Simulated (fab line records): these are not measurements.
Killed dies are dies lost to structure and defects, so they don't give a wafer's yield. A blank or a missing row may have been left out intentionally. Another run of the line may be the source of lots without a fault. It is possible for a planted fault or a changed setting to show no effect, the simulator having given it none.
Which tool was responsible? :: flow gf180mcu :: 18 wafers from 6 lots sampled at 2 of the route's 602 steps

== WHAT EACH GAUGE READ, for each wafer ==
GF_HV_LDD_THK_MEAS_57.
lot: L887
measured: day 13 11:14
on: film metro-02
HV_LDD_CVD_56_THK (nm): 90.4 90.9 90.1

lot: L889
measured: day 14 03:51
on: film metro-01
HV_LDD_CVD_56_THK (nm): 88.9 89.0 88.7

lot: L893
measured: day 15 14:23
on: film metro-04
HV_LDD_CVD_56_THK (nm): 89.3 90.1 89.6

lot: L895
measured: day 16 04:59
on: film metro-01
HV_LDD_CVD_56_THK (nm): 90.9 90.8 90.5

lot: L897
measured: day 16 18:25
on: film metro-02
HV_LDD_CVD_56_THK (nm): 90.6 90.3 89.5

lot: L908
measured: day 20 15:40
on: film metro-04
HV_LDD_CVD_56_THK (nm): 89.5 90.2 90.2

== TOOL THAT RAN EACH LOT (tool first, then ch and the chambers of the sampled wafers, then the start) ==
lot: L887
GF_HV_LDD_CVD_56: lpcvd-01 ch 1, day 13 09:47

lot: L889
GF_HV_LDD_CVD_56: lpcvd-01 ch 1, day 14 02:25

lot: L893
GF_HV_LDD_CVD_56: lpcvd-02 ch 0, day 15 12:56

lot: L895
GF_HV_LDD_CVD_56: lpcvd-02 ch 0, day 16 03:34

lot: L897
GF_HV_LDD_CVD_56: lpcvd-02 ch 0, day 16 16:59

lot: L908
GF_HV_LDD_CVD_56: lpcvd-02 ch 1, day 20 14:13
- GF_HV_LDD_CVD_56: deposits Si3N4 from DCS/NH3, target thk 90 nm, time 1543 s.

== THE ANSWER, worked out from the rows above alone ==
Rule: usual is defined by the lots themselves. Put in order of their means at a reading, lots are off if they are a third of the lots or fewer, leave a main group of 4 or more, and stand apart from it by a gap of 3 or more times the standard deviation of the main group's means; of several such gaps the widest counts. A main group is skipped when, at the precision printed for the reading in the tables above, its means are all equal. A lot without any number at a reading at which 4 lots or more have one is off too. Where the step has rows for the other lots, those lots are counted as sound.
Across all readings shown, no lot is off: no conclusion can be drawn from this.

== WHAT THE SIMULATOR PUT IN ==
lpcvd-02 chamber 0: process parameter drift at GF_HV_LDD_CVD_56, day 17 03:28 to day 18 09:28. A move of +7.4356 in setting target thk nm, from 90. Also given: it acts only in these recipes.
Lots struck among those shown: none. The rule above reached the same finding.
